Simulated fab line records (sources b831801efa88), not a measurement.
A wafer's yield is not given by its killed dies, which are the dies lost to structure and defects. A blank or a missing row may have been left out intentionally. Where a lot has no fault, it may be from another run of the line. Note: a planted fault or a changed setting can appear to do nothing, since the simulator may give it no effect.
A lot that was struck, set against a sound lot    flow sky130    15 steps out of a route of 708
Sound: these wafers, L448.2, L448.4, L448.6. Struck: wafer L446.6 (left out: L446.2, L446.4 of the same lot, which were not struck); the cause appears at the end.
Each step with rows lists, per side, the tool, then ch with its chambers, then its first start. Under that, the readings that differ: sound wafers    struck wafers    difference of the means    sigmas: that difference in standard deviations of wafers without a fault.
alike: words and numbers the same on both sides, and readings whose means are apart by under 2 such deviations; not compared: readings that were withheld, readings missing a value for some wafer, numbers with overlapping values and no deviation given by the record, and bounds like >300 which may hide the same value.
A row with sigmas, a row that says differs or no value, or rows on one side alone: a step with any of these is where the two part. Non-overlapping numbers with no deviation appear without sigmas and do not part them. Lack of a reading on every wafer of one side parts them only where that side has two or more wafers.

SKY_VIA3_STRIP_16: strips in O2/N2.
  sound on plasma_asher-03 ch 0,1, day 43 15:55; struck on plasma_asher-03 ch 1, day 43 09:50
reading                sound              struck  difference  sigmas
oes_product_au (a.u.)  0.410 0.405 0.409  0.398   -0.010      -2
  alike: drypump_motor_current_A, strip_time_to_endpoint_s
  not compared: rf_hours_counter_h
then, 3 steps without rows for these wafers: SKY_VIA3_STRIP_17 (strips in post etch residue remover, time 1200 s); SKY_VIA3_CLEAN_18 (cleans in IPA, time 180 s); SKY_VIA3_CLEAN_19 (cleans in O3/DIW).
SKY_VIA3_SPUTTER_20: material TiN, target thk 20 nm, time 80 s.
  struck on pvd_sputter-04, day 43 10:26; sound on pvd_sputter-02, day 43 16:30
  alike: throttle_valve_pct
then, 1 step without rows for these wafers: SKY_VIA3_CVD_21 (deposits W, target thk 390 nm, time 117.31 s).
SKY_VIA3_RS_MEAS_22: measurement is done with a four-point probe.
  struck on film_metro-03, day 43 10:38; sound on film_metro-01, day 43 16:42
  alike: VIA3_W_RS
SKY_VIA3_THK_MEAS_23: measures by xrf.
  struck on film_metro-03, day 43 10:45; sound on film_metro-01, day 43 16:49
  alike: VIA3_W_THK
then, 1 step without rows for these wafers: SKY_VIA3_CMP_24 (polishes, stops on SiO2, t overpolish 20 s, target thk 0 nm).
SKY_METAL4_SPUTTER_00: material Ti, target thk 15 nm, time 10 s.
  struck on pvd_sputter-03, day 43 11:06; sound on pvd_sputter-04, day 43 17:10
  alike: throttle_valve_pct
then, 1 step without rows for these wafers: SKY_METAL4_SPUTTER_01 (material TiN, target thk 20 nm, time 16.7 s).
SKY_METAL4_SPUTTER_02: material AlCu, target thk 735 nm, time 39.1 s.
  struck on pvd_sputter-03, day 43 11:09; sound on pvd_sputter-04, day 43 17:13
  alike: throttle_valve_pct
SKY_METAL4_SPUTTER_03: material Ti, target thk 5 nm, time 3.3 s.
  struck on pvd_sputter-03, day 43 11:11; sound on pvd_sputter-04, day 43 17:15
reading                                    sound            struck  difference  sigmas
model.Ti_of_METAL4_SPUTTER_03.thk_nm (nm)  4.941 4.9 4.928  4.641   -0.282      
  alike: throttle_valve_pct
SKY_METAL4_SPUTTER_04: material TiN, target thk 70 nm, time 58.3 s.
  struck on pvd_sputter-03, day 43 11:13; sound on pvd_sputter-04, day 43 17:16
  alike: throttle_valve_pct
-- the record jumps here: 6 days lie between the struck wafers' starts before and after (it left off in module METAL4 and takes up again in module PAD_OPEN, whose first step shown is number 708 of the route) --
SKY_PAD_OPEN_PROBE_99:
  struck on prober-02, day 48 23:14; sound on prober-02, day 49 04:13
  alike: defect_limited_yield, killed_at_M0_to_M3, killed_at_M4_up, killed_at_contacts, killed_at_front_end, killed_at_other, killed_dies, killed_open, killed_short, sort_bin_3_pad_short, sort_bin_5_function, sort_bin_6_memory, sort_n_pass, sort_yield_pct

## WHERE THEY PART
SKY_VIA3_STRIP_16 only, going by this record. Later steps at which nothing parts them and some readings are alike: SKY_VIA3_SPUTTER_20, SKY_VIA3_RS_MEAS_22, SKY_VIA3_THK_MEAS_23, SKY_METAL4_SPUTTER_00, SKY_METAL4_SPUTTER_02, SKY_METAL4_SPUTTER_03, SKY_METAL4_SPUTTER_04, SKY_PAD_OPEN_PROBE_99.

WHY: the cause the simulator had injected
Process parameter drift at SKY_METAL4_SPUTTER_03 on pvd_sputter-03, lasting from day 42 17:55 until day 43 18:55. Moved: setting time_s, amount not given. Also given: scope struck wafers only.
